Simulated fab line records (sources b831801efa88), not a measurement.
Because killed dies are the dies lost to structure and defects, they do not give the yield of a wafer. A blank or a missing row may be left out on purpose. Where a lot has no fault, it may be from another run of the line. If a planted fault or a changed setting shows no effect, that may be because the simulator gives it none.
The tool behind it: which one? / flow gf180mcu / Sampling: 24 lots, 72 wafers, 6 of 602 route steps

== WHAT THE GAUGES READ, wafer by wafer ==
GF_NWELL_TW_MEAS_11. Usual: NWELL_TW typically reads 1577, with standard deviation 11.
lot=L074; measured=day 3 09:43; on=film metro-03; NWELL_TW=1562 1567 1580; flag=
lot=L075; measured=day 3 15:14; on=film metro-03; NWELL_TW=1579 1581 1577; flag=
lot=L076; measured=day 3 18:14; on=film metro-01; NWELL_TW=1577 1585 1585; flag=
lot=L077; measured=day 4 01:52; on=film metro-02; NWELL_TW=1576 1567 1580; flag=
lot=L078; measured=day 4 05:19; on=film metro-03; NWELL_TW=1558 1565 1565; flag=
lot=L079; measured=day 4 11:04; on=film metro-01; NWELL_TW=1587 1589 1589; flag=
lot=L080; measured=day 4 16:12; on=film metro-03; NWELL_TW=1578 1567 1567; flag=
lot=L081; measured=day 4 21:59; on=film metro-03; NWELL_TW=1566 1568 1565; flag=
lot=L082; measured=day 5 03:04; on=film metro-02; NWELL_TW=1580 1573 1583; flag=
lot=L083; measured=day 5 10:52; on=film metro-03; NWELL_TW=1561 1563 1571; flag=
lot=L084; measured=day 5 16:05; on=film metro-03; NWELL_TW=1566 1573 1565; flag=
lot=L085; measured=day 5 21:04; on=film metro-03; NWELL_TW=1572 1568 1572; flag=
lot=L086; measured=day 6 01:35; on=film metro-03; NWELL_TW=1562 1565 1559; flag=
lot=L087; measured=day 6 07:19; on=film metro-02; NWELL_TW=1570 1579 1569; flag=
lot=L088; measured=day 6 11:56; on=film metro-01; NWELL_TW=1592 1598 1596; flag=
lot=L089; measured=day 6 17:32; on=film metro-01; NWELL_TW=1590 1588 1587; flag=
lot=L090; measured=day 6 22:40; on=film metro-01; NWELL_TW=1586 1596 1589; flag=
lot=L091; measured=day 7 04:22; on=film metro-01; NWELL_TW=1591 1587 1593; flag=
lot=L092; measured=day 7 09:48; on=film metro-02; NWELL_TW=1593 1579 1586; flag=
lot=L093; measured=day 7 15:25; on=film metro-01; NWELL_TW=1593 1588 1592; flag=
lot=L094; measured=day 7 19:55; on=film metro-01; NWELL_TW=1579 1601 1588; flag=
lot=L095; measured=day 8 02:59; on=film metro-02; NWELL_TW=1566 1572 1579; flag=
lot=L096; measured=day 8 08:15; on=film metro-01; NWELL_TW=1581 1584 1591; flag=
lot=L097; measured=day 8 15:20; on=film metro-03; NWELL_TW=1563 1570 1567; flag=

GF_SAB_OVL_MEAS_10. Usual: SAB_OVL typically reads 0.7 nm, with standard deviation 1.6.
lot=L074; measured=day 15 06:20; on=overlay-01; SAB_OVL (nm)=2.0 2.1 3.2; flag=
lot=L075; measured=day 15 10:56; on=overlay-01; SAB_OVL (nm)=-2.4 -2.6 -1.8; flag=
lot=L076; measured=day 15 18:28; on=overlay-01; SAB_OVL (nm)=-1.7 -1.6 -1.3; flag=
lot=L077; measured=day 16 07:01; on=overlay-02; SAB_OVL (nm)=0.0 1.3 0.6; flag=
lot=L078; measured=day 16 12:59; on=overlay-02; SAB_OVL (nm)=2.3 1.6 2.6; flag=
lot=L079; measured=day 16 21:40; on=overlay-02; SAB_OVL (nm)=2.0 2.5 1.2; flag=
lot=L080; measured=day 17 04:22; on=overlay-01; SAB_OVL (nm)=0.0 -1.0 -0.9; flag=
lot=L081; measured=day 17 13:28; on=overlay-02; SAB_OVL (nm)=1.6 2.7 1.3; flag=
lot=L082; measured=day 18 00:16; on=overlay-01; SAB_OVL (nm)=-1.7 -1.9 -0.6; flag=
lot=L083; measured=day 18 14:02; on=overlay-02; SAB_OVL (nm)=0.5 2.0 2.0; flag=
lot=L084; measured=day 18 19:07; on=overlay-01; SAB_OVL (nm)=0.7 1.5 1.0; flag=
lot=L085; measured=day 19 07:01; on=overlay-02; SAB_OVL (nm)=3.8 4.5 2.1; flag=
lot=L086; measured=day 19 11:53; on=overlay-02; SAB_OVL (nm)=-0.8 -0.8 -1.6; flag=
lot=L087; measured=day 19 21:49; on=overlay-01; SAB_OVL (nm)=2.0 0.3 -0.4; flag=
lot=L088; measured=day 20 02:58; on=overlay-02; SAB_OVL (nm)=0.4 -0.8 1.2; flag=
lot=L089; measured=day 20 11:07; on=overlay-01; SAB_OVL (nm)=1.2 3.1 3.7; flag=
lot=L090; measured=day 20 19:19; on=overlay-02; SAB_OVL (nm)=0.3 0.4 0.6; flag=
lot=L091; measured=day 21 10:04; on=overlay-02; SAB_OVL (nm)=1.2 0.6 1.6; flag=
lot=L092; measured=day 21 13:04; on=overlay-01; SAB_OVL (nm)=1.8 1.1 1.9; flag=
lot=L093; measured=day 22 01:13; on=overlay-01; SAB_OVL (nm)=-1.5 -2.7 -1.9; flag=
lot=L094; measured=day 22 06:37; on=overlay-02; SAB_OVL (nm)=1.4 1.7 0.9; flag=
lot=L095; measured=day 22 15:16; on=overlay-01; SAB_OVL (nm)=2.1 -0.4 0.4; flag=
lot=L096; measured=day 22 19:29; on=overlay-02; SAB_OVL (nm)=2.0 1.4 2.1; flag=
lot=L097; measured=day 23 09:10; on=overlay-02; SAB_OVL (nm)=-0.1 0.4 0.8; flag=

GF_V1_THK_MEAS_01. Usual: V1_CVD_00_THK typically reads 602 nm, with standard deviation 5.
lot=L074; measured=day 17 06:43; on=film metro-01; V1_CVD_00_THK (nm)=592 594 603; flag=
lot=L075; measured=day 17 11:25; on=film metro-02; V1_CVD_00_THK (nm)=599 598 599; flag=
lot=L076; measured=day 17 19:41; on=film metro-02; V1_CVD_00_THK (nm)=600 592 599; flag=
lot=L077; measured=day 18 09:50; on=film metro-04; V1_CVD_00_THK (nm)=602 596 600; flag=
lot=L078; measured=day 18 15:21; on=film metro-04; V1_CVD_00_THK (nm)=603 602 604; flag=
lot=L079; measured=day 19 01:16; on=film metro-04; V1_CVD_00_THK (nm)=603 609 608; flag=
lot=L080; measured=day 19 08:11; on=film metro-02; V1_CVD_00_THK (nm)=597 603 603; flag=
lot=L081; measured=day 19 17:13; on=film metro-04; V1_CVD_00_THK (nm)=602 597 604; flag=
lot=L082; measured=day 20 04:50; on=film metro-04; V1_CVD_00_THK (nm)=607 606 605; flag=
lot=L083; measured=day 20 18:46; on=film metro-01; V1_CVD_00_THK (nm)=599 596 600; flag=
lot=L084; measured=day 20 23:28; on=film metro-02; V1_CVD_00_THK (nm)=601 602 603; flag=
lot=L085; measured=day 21 11:35; on=film metro-04; V1_CVD_00_THK (nm)=592 600 594; flag=
lot=L086; measured=day 21 15:49; on=film metro-01; V1_CVD_00_THK (nm)=595 601 597; flag=
lot=L087; measured=day 22 01:41; on=film metro-02; V1_CVD_00_THK (nm)=607 604 604; flag=
lot=L088; measured=day 22 06:44; on=film metro-04; V1_CVD_00_THK (nm)=604 598 601; flag=
lot=L089; measured=day 22 13:58; on=film metro-04; V1_CVD_00_THK (nm)=602 599 604; flag=
lot=L090; measured=day 22 21:46; on=film metro-04; V1_CVD_00_THK (nm)=596 610 609; flag=
lot=L091; measured=day 23 12:47; on=film metro-01; V1_CVD_00_THK (nm)=605 604 600; flag=
lot=L092; measured=day 23 14:52; on=film metro-02; V1_CVD_00_THK (nm)=592 603 607; flag=
lot=L093; measured=day 24 02:14; on=film metro-04; V1_CVD_00_THK (nm)=607 600 606; flag=
lot=L094; measured=day 24 08:14; on=film metro-04; V1_CVD_00_THK (nm)=604 599 596; flag=
lot=L095; measured=day 24 16:08; on=film metro-04; V1_CVD_00_THK (nm)=604 608 608; flag=
lot=L096; measured=day 24 19:09; on=film metro-02; V1_CVD_00_THK (nm)=599 605 601; flag=
lot=L097; measured=day 25 10:07; on=film metro-01; V1_CVD_00_THK (nm)=602 598 597; flag=

GF_V2_BOW_MEAS_05. Usual: V2_BOW typically reads 100 um, with standard deviation 8.7.
lot=L074; measured=day 19 10:19; on=film metro-01; V2_BOW (um)=83 91 93; flag=
lot=L075; measured=day 19 15:10; on=film metro-01; V2_BOW (um)=89 89 77; flag=
lot=L076; measured=day 19 23:45; on=film metro-01; V2_BOW (um)=88 99 101; flag=
lot=L077; measured=day 20 12:51; on=film metro-03; V2_BOW (um)=109 115 109; flag=
lot=L078; measured=day 20 20:07; on=film metro-03; V2_BOW (um)=103 99 102; flag=
lot=L079; measured=day 21 05:46; on=film metro-01; V2_BOW (um)=104 101 100; flag=
lot=L080; measured=day 21 12:02; on=film metro-01; V2_BOW (um)=91 85 93; flag=
lot=L081; measured=day 21 22:04; on=film metro-02; V2_BOW (um)=96 108 101; flag=
lot=L082; measured=day 22 07:58; on=film metro-02; V2_BOW (um)=94 102 95; flag=
lot=L083; measured=day 22 21:38; on=film metro-01; V2_BOW (um)=102 105 88; flag=
lot=L084; measured=day 23 01:44; on=film metro-02; V2_BOW (um)=94 98 111; flag=
lot=L085; measured=day 23 14:38; on=film metro-01; V2_BOW (um)=93 91 91; flag=
lot=L086; measured=day 23 17:53; on=film metro-02; V2_BOW (um)=104 110 113; flag=
lot=L087; measured=day 24 02:16; on=film metro-01; V2_BOW (um)=89 99 94; flag=
lot=L088; measured=day 24 08:29; on=film metro-02; V2_BOW (um)=102 107 102; flag=
lot=L089; measured=day 24 15:01; on=film metro-01; V2_BOW (um)=95 98 110; flag=
lot=L090; measured=day 24 22:21; on=film metro-02; V2_BOW (um)=97 103 95; flag=
lot=L091; measured=day 25 12:50; on=film metro-03; V2_BOW (um)=102 96 107; flag=
lot=L092; measured=day 25 15:04; on=film metro-02; V2_BOW (um)=90 99 103; flag=
lot=L093; measured=day 26 01:32; on=film metro-02; V2_BOW (um)=93 93 95; flag=
lot=L094; measured=day 26 07:28; on=film metro-02; V2_BOW (um)=120 123 109; flag=
lot=L095; measured=day 26 14:05; on=film metro-03; V2_BOW (um)=120 118 117; flag=
lot=L096; measured=day 26 16:33; on=film metro-01; V2_BOW (um)=105 98 97; flag=
lot=L097; measured=day 27 07:43; on=film metro-01; V2_BOW (um)=98 99 105; flag=

GF_TOP_METAL_OVL_MEAS_15. Usual: TOP_METAL_OVL typically reads 0.8 nm, with standard deviation 1.5.
lot=L074; measured=day 28 04:43; on=overlay-02; TOP_METAL_OVL (nm)=3.2 1.5 1.6; flag=
lot=L075; measured=day 28 08:51; on=overlay-01; TOP_METAL_OVL (nm)=-0.9 -0.7 1.3; flag=
lot=L076; measured=day 28 17:01; on=overlay-02; TOP_METAL_OVL (nm)=2.2 3.5 2.5; flag=
lot=L077; measured=day 29 03:44; on=overlay-02; TOP_METAL_OVL (nm)=0.4 1.5 2.5; flag=
lot=L078; measured=day 29 11:31; on=overlay-01; TOP_METAL_OVL (nm)=3.0 3.2 2.0; flag=
lot=L079; measured=day 29 15:29; on=overlay-02; TOP_METAL_OVL (nm)=-0.4 2.4 1.6; flag=
lot=L080; measured=day 29 21:43; on=overlay-02; TOP_METAL_OVL (nm)=0.4 0.1 0.1; flag=
lot=L081; measured=day 30 04:53; on=overlay-02; TOP_METAL_OVL (nm)=-1.5 2.3 1.5; flag=
lot=L082; measured=day 30 12:29; on=overlay-02; TOP_METAL_OVL (nm)=-0.8 -1.5 2.1; flag=
lot=L083; measured=day 31 01:16; on=overlay-02; TOP_METAL_OVL (nm)=-1.6 -0.7 -0.9; flag=
lot=L084; measured=day 31 03:43; on=overlay-02; TOP_METAL_OVL (nm)=-1.5 -1.3 -0.6; flag=
lot=L085; measured=day 31 14:39; on=overlay-02; TOP_METAL_OVL (nm)=0.5 -0.1 0.5; flag=
lot=L086; measured=day 31 15:55; on=overlay-02; TOP_METAL_OVL (nm)=0.1 1.5 1.0; flag=
lot=L087; measured=day 31 23:02; on=overlay-01; TOP_METAL_OVL (nm)=-0.1 0.6 -0.1; flag=
lot=L088; measured=day 32 02:52; on=overlay-02; TOP_METAL_OVL (nm)=-1.6 -1.0 -1.3; flag=
lot=L089; measured=day 32 09:53; on=overlay-01; TOP_METAL_OVL (nm)=1.5 1.7 -0.2; flag=
lot=L090; measured=day 32 15:05; on=overlay-02; TOP_METAL_OVL (nm)=-0.5 0.5 0.1; flag=
lot=L091; measured=day 33 01:38; on=overlay-02; TOP_METAL_OVL (nm)=-0.5 1.1 0.3; flag=
lot=L092; measured=day 33 03:37; on=overlay-02; TOP_METAL_OVL (nm)=-0.6 1.4 0.9; flag=
lot=L093; measured=day 33 10:21; on=overlay-02; TOP_METAL_OVL (nm)=3.0 4.3 2.5; flag=
lot=L094; measured=day 33 17:23; on=overlay-01; TOP_METAL_OVL (nm)=0.3 -0.2 3.0; flag=
lot=L095; measured=day 33 20:24; on=overlay-01; TOP_METAL_OVL (nm)=-0.1 -0.7 0.9; flag=
lot=L096; measured=day 33 23:10; on=overlay-02; TOP_METAL_OVL (nm)=2.7 3.2 0.5; flag=
lot=L097; measured=day 34 10:40; on=overlay-01; TOP_METAL_OVL (nm)=2.6 3.1 1.7; flag=

== WHICH TOOL RAN EACH LOT (tool, then ch and the chambers of the sampled wafers, then the start) ==
lot=L074; GF_M4_SPUTTER_00=pvd sputter-03, day 22 13:46
lot=L075; GF_M4_SPUTTER_00=pvd sputter-04, day 22 19:13
lot=L076; GF_M4_SPUTTER_00=pvd sputter-03, day 23 03:44
lot=L077; GF_M4_SPUTTER_00=pvd sputter-01, day 23 15:45
lot=L078; GF_M4_SPUTTER_00=pvd sputter-04, day 23 22:29
lot=L079; GF_M4_SPUTTER_00=pvd sputter-04, day 24 07:53
lot=L080; GF_M4_SPUTTER_00=pvd sputter-03, day 24 13:11
lot=L081; GF_M4_SPUTTER_00=pvd sputter-03, day 24 22:53
lot=L082; GF_M4_SPUTTER_00=pvd sputter-03, day 25 07:59
lot=L083; GF_M4_SPUTTER_00=pvd sputter-01, day 25 20:11
lot=L084; GF_M4_SPUTTER_00=pvd sputter-04, day 25 23:56
lot=L085; GF_M4_SPUTTER_00=pvd sputter-01, day 26 11:39
lot=L086; GF_M4_SPUTTER_00=pvd sputter-03, day 26 15:32
lot=L087; GF_M4_SPUTTER_00=pvd sputter-04, day 26 22:26
lot=L088; GF_M4_SPUTTER_00=pvd sputter-01, day 27 03:34
lot=L089; GF_M4_SPUTTER_00=pvd sputter-04, day 27 11:36
lot=L090; GF_M4_SPUTTER_00=pvd sputter-01, day 27 17:17
lot=L091; GF_M4_SPUTTER_00=pvd sputter-03, day 28 06:28
lot=L092; GF_M4_SPUTTER_00=pvd sputter-03, day 28 09:12
lot=L093; GF_M4_SPUTTER_00=pvd sputter-01, day 28 19:19
lot=L094; GF_M4_SPUTTER_00=pvd sputter-01, day 29 00:36
lot=L095; GF_M4_SPUTTER_00=pvd sputter-04, day 29 05:34
lot=L096; GF_M4_SPUTTER_00=pvd sputter-03, day 29 09:47
lot=L097; GF_M4_SPUTTER_00=pvd sputter-01, day 29 23:38
- GF_M4_SPUTTER_00: material Ti, target thk 37.5 nm, time 150 s.

== WHAT THE TOOLS THEMSELVES READ (means of the sampled wafers that have a number; where no wafer has one, the mark that the record gives instead) ==
GF_M4_SPUTTER_00. Usual: throttle valve pct 29.7 %, standard deviation 1.1.
lot=L074; tool=pvd sputter-03; throttle valve pct (%)=28.9; flag=
lot=L075; tool=pvd sputter-04; throttle valve pct (%)=29.3; flag=
lot=L076; tool=pvd sputter-03; throttle valve pct (%)=31.3; flag=
lot=L077; tool=pvd sputter-01; throttle valve pct (%)=29.3; flag=
lot=L078; tool=pvd sputter-04; throttle valve pct (%)=30.4; flag=
lot=L079; tool=pvd sputter-04; throttle valve pct (%)=30.2; flag=
lot=L080; tool=pvd sputter-03; throttle valve pct (%)=29.9; flag=
lot=L081; tool=pvd sputter-03; throttle valve pct (%)=30.0; flag=
lot=L082; tool=pvd sputter-03; throttle valve pct (%)=30.7; flag=
lot=L083; tool=pvd sputter-01; throttle valve pct (%)=29.0; flag=
lot=L084; tool=pvd sputter-04; throttle valve pct (%)=29.9; flag=
lot=L085; tool=pvd sputter-01; throttle valve pct (%)=29.5; flag=
lot=L086; tool=pvd sputter-03; throttle valve pct (%)=30.7; flag=
lot=L087; tool=pvd sputter-04; throttle valve pct (%)=29.6; flag=
lot=L088; tool=pvd sputter-01; throttle valve pct (%)=28.9; flag=
lot=L089; tool=pvd sputter-04; throttle valve pct (%)=29.8; flag=
lot=L090; tool=pvd sputter-01; throttle valve pct (%)=30.0; flag=
lot=L091; tool=pvd sputter-03; throttle valve pct (%)=29.8; flag=
lot=L092; tool=pvd sputter-03; throttle valve pct (%)=29.6; flag=
lot=L093; tool=pvd sputter-01; throttle valve pct (%)=29.9; flag=
lot=L094; tool=pvd sputter-01; throttle valve pct (%)=29.2; flag=
lot=L095; tool=pvd sputter-04; throttle valve pct (%)=29.5; flag=
lot=L096; tool=pvd sputter-03; throttle valve pct (%)=30.4; flag=
lot=L097; tool=pvd sputter-01; throttle valve pct (%)=29.6; flag=

== THE ANSWER, worked out from the rows above alone ==
Rule: a lot is off if the mean of its wafers that have a number lies more than 3 standard deviations from the usual mean. A lot without any number at a reading at which 4 lots or more have one is off too. Any other lot the step has rows for is counted as sound. First the gauges in route order, then the tools' own readings, where a lot's mean is used as printed above. At the first step where some lot is off, the reading lying furthest off is the one used; lots without a number count as furthest.
None of the lots is off at any reading shown; this tells nothing.

== WHAT WAS PUT IN BY THE SIMULATOR ==
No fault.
